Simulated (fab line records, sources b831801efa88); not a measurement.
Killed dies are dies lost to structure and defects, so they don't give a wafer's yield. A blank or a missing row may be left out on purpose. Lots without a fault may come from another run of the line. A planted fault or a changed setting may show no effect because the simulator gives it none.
A struck lot beside a sound one | flow sfq_line | 20 steps out of a route of 325
Sound: wafers L441.2, L441.3, L441.5. Struck: wafers L455.1, L455.2, L455.3. The cause comes at the end.
At each step with rows: each side's tool, then ch and its chambers, then its first start. Under that, the readings that differ: sound wafers | struck wafers | difference of the means | sigmas: that difference in standard deviations of wafers without a fault.
alike: readings whose means differ by less than 2 such deviations, and words and numbers that are the same on both sides. not compared: withheld readings, readings that some wafer has no value for, bounds like >300 that may hide the same value, and numbers for which the record gives no deviation and whose values overlap.
The two part at a step that has a row with sigmas, a row that says differs or no value, or rows on one side only. Numbers that don't overlap but have no deviation are shown without sigmas and don't part them. A reading that every wafer of one side lacks parts them only if that side has two wafers or more.

first, 2 steps without rows for these wafers: SFQ_TRILAYER_I1_VIA_LITHO_PEB_052 (peb time 60 s); SFQ_TRILAYER_I1_VIA_LITHO_DEVELOP_051 (time 60 s).
SFQ_I1_OVL_MEAS_913:
  sound on overlay-02, day 21 22:37; struck on overlay-02, day 30 02:49
  reading     | sound  | struck    | difference | sigmas
  I1_OVL (nm) | 7 8 13 | -8 -8 -10 | -18        | -3
SFQ_TRILAYER_I1_VIA_BARC_OPEN_VIA_ETCH_071: etches BARC in O2, target depth 125 nm, time 41.7 s.
  sound on rie_diel-03 ch 1,3, day 21 22:38; struck on rie_diel-01 ch 0,2,3, day 30 02:52
  alike: drypump_motor_current_A, oes_product_au
  not compared: rf_hours_counter_h
SFQ_TRILAYER_I1_VIA_ETCH_VIA_ETCH_052: etches SiO2 in CHF3, stops on Nb, target depth 260 nm.
  sound on rie_diel-03 ch 1,3, day 21 22:41; struck on rie_diel-01 ch 0,2,3, day 30 02:54
  alike: drypump_motor_current_A, oes_product_au
SFQ_TRILAYER_I1_VIA_STRIP_STRIP_053: strips in O2.
  sound on rie_metal-02 ch 0,1, day 21 22:47; struck on rie_metal-02 ch 0,1, day 30 03:01
  alike: drypump_motor_current_A, oes_product_au
  not compared: rf_hours_counter_h
then, 2 steps without rows for these wafers: SFQ_TRILAYER_I1_VIA_STRIP_SOLV_CLEAN_054 (cleans in NMP, time 600 s); SFQ_TRILAYER_M2_DEP_PRE_CLEAN_056 (time 22.5 s).
SFQ_TRILAYER_M2_DEP_SPUTTER_055: material Nb, target thk 200 nm, time 133.3 s.
  sound on pvd_sputter-03, day 21 23:36; struck on pvd_sputter-06, day 30 03:50
  alike: throttle_valve_pct
SFQ_M2_RS_MEAS_914: measures by four-point-probe.
  sound on film_metro-02, day 21 23:43; struck on film_metro-01, day 30 03:55
  alike: M2_NB_RS
then, 1 step without rows for these wafers: SFQ_TRILAYER_M2_LITHO_COAT_062 (resist thk 62 nm).
SFQ_TRILAYER_M2_LITHO_COAT_057: resist thk 600 nm.
  sound on litho_track-02 ch 0, day 22 00:13; struck on litho_track-04 ch 0, day 30 04:24
  reading                                             | sound             | struck          | difference | sigmas
  model.KrF_of_TRILAYER_M2_LITHO_COAT_057.thk_nm (nm) | 599.3 597.5 599.9 | 588.5 588.1 585 | -11.7      |
then, 4 steps without rows for these wafers: SFQ_TRILAYER_M2_LITHO_SOFTBAKE_061; SFQ_TRILAYER_M2_LITHO_EXPOSE_058 (exposes mask M2, target cd 500 nm); SFQ_TRILAYER_M2_LITHO_PEB_060 (peb time 60 s); SFQ_TRILAYER_M2_LITHO_DEVELOP_059 (time 60 s).
SFQ_M2_OVL_MEAS_916:
  sound on overlay-01, day 22 07:06; struck on overlay-01, day 30 09:09
  alike: M2_OVL
SFQ_TRILAYER_M2_BARC_OPEN_METAL_ETCH_077: etches BARC in O2, target depth 125 nm, time 41.7 s.
  sound on rie_metal-03 ch 0,1, day 22 07:08; struck on rie_metal-04 ch 0,1, day 30 09:11
  alike: drypump_motor_current_A, oes_product_au
  not compared: rf_hours_counter_h
SFQ_TRILAYER_M2_ETCH_METAL_ETCH_060: etches Nb in Cl2/Ar, stops on SiO2, target depth 240 nm, time 120 s.
  sound on rie_metal-03 ch 0,1, day 22 07:11; struck on rie_metal-04 ch 0,1, day 30 09:14
  reading                                             | sound             | struck            | difference | sigmas
  model.KrF_of_TRILAYER_M2_LITHO_COAT_057.thk_nm (nm) | 383.7 379.2 382.7 | 370.5 368.9 365.5 | -13.6      |
  alike: drypump_motor_current_A, oes_product_au
  not compared: rf_hours_counter_h
then, 1 step without rows for these wafers: SFQ_TRILAYER_M2_STRIP_STRIP_061 (strips in O2).

WHERE THEY PART
Only at SFQ_I1_OVL_MEAS_913, within this record. Later steps at which nothing parts them and some readings are alike: SFQ_TRILAYER_I1_VIA_BARC_OPEN_VIA_ETCH_071, SFQ_TRILAYER_I1_VIA_ETCH_VIA_ETCH_052, SFQ_TRILAYER_I1_VIA_STRIP_STRIP_053, SFQ_TRILAYER_M2_DEP_SPUTTER_055, SFQ_M2_RS_MEAS_914, SFQ_M2_OVL_MEAS_916, SFQ_TRILAYER_M2_BARC_OPEN_METAL_ETCH_077, SFQ_TRILAYER_M2_ETCH_METAL_ETCH_060.

WHY: what the simulator had put in
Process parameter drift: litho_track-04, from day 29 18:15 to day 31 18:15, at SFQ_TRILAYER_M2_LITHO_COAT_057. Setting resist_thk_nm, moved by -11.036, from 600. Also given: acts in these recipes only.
